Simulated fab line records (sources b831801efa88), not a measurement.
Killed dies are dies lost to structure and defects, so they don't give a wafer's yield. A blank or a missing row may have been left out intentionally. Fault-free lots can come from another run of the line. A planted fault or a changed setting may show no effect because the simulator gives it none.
2 desks looking at one fault + flow sky130 + every desk sees just its own numbers, and what lay behind them comes last

METROLOGY DESK
Lot by lot, what the gauges showed, no matter which tool ran the lot: averages of those sampled wafers that carry a number. If a lot's mean is further than 4 standard deviations from the usual mean, the lot is out of limits and carries the mark OUT (the distance appears in the brackets).
Columns: A = CAP2M_OVL at SKY_CAP2M_OVL_MEAS_12, usual -0.5 nm; B = METAL4_OVL at SKY_METAL4_OVL_MEAS_14, usual -4 nm
| lot  | first seen here | A    | B   |
|------|-----------------|------|-----|
| L649 | day 40 23:21    | -0.9 | -5  |
| L650 | day 41 00:59    | -0.3 | -4  |
| L652 | day 41 12:14    | -1.4 | -4  |
| L653 | day 41 18:55    | -0.2 | -5  |
| L657 | day 42 23:11    | -0.7 | -2  |
| L660 | day 43 14:44    | -0.8 | -0  |
| L661 | day 44 02:56    | -0.4 | -12 |
| L662 | day 44 04:50    | 0.3  | -2  |
| L664 | day 44 23:47    | -0.4 | 0   |
| L666 | day 45 19:56    | 1.1  | -7  |
| L667 | day 45 22:53    | -0.4 | -8  |
| L669 | day 46 02:17    | -0.5 | -11 |
| L671 | day 47 05:08    | -0.7 | -4  |
Result from this desk: across the 13 lots, nothing is out of limits.

THE TOOL OWNER'S DESK: pvd-sputter-01
The tool's own readings at SKY_METAL5_SPUTTER_03 (material Ti, target thk 5 nm, time 3.3 s): means of the sampled wafers that have a number, for each lot that ran on this tool. If a lot's mean is further than 4 standard deviations from the usual mean, the lot is out of limits and carries the mark OUT (the distance appears in the brackets).
Columns: A = cathode-dc-power-W at SKY_METAL5_SPUTTER_03, usual 3000.0 W; B = throttle-valve-pct at SKY_METAL5_SPUTTER_03, usual 30.0 %
| lot  | first seen here | A                | B    |
|------|-----------------|------------------|------|
| L652 | day 43 14:34    | 2999.9           | 30.2 |
| L653 | day 43 21:30    | 2999.7           | 30.1 |
| L662 | day 46 04:17    | 2973.2 (-51) OUT | 30.7 |
| L664 | day 46 21:34    | 2972.8 (-52) OUT | 30.0 |
This desk finds L662, L664 out of limits, L662 being first, at day 46 04:17 (cathode-dc-power-W at SKY_METAL5_SPUTTER_03). Within limits: L652, L653.

TAKEN TOGETHER
The tool owner's desk had the chance to raise an alarm at day 46 04:17 on L662, L664.
At the metrology desk, nothing out of limits was observed.
The metrology desk holds a record of L662, L664, inside its limits.
On pvd-sputter-01, each named lot ran SKY_METAL5_SPUTTER_03.

WHAT THE SIMULATOR HAD INSERTED
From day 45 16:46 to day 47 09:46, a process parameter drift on pvd-sputter-01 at SKY_METAL5_SPUTTER_03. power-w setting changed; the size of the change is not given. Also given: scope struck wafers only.
Lots struck among those shown: L662, L664.
Hours from the fault's start to each desk's first reading out of limits: the tool owner's desk, 12.
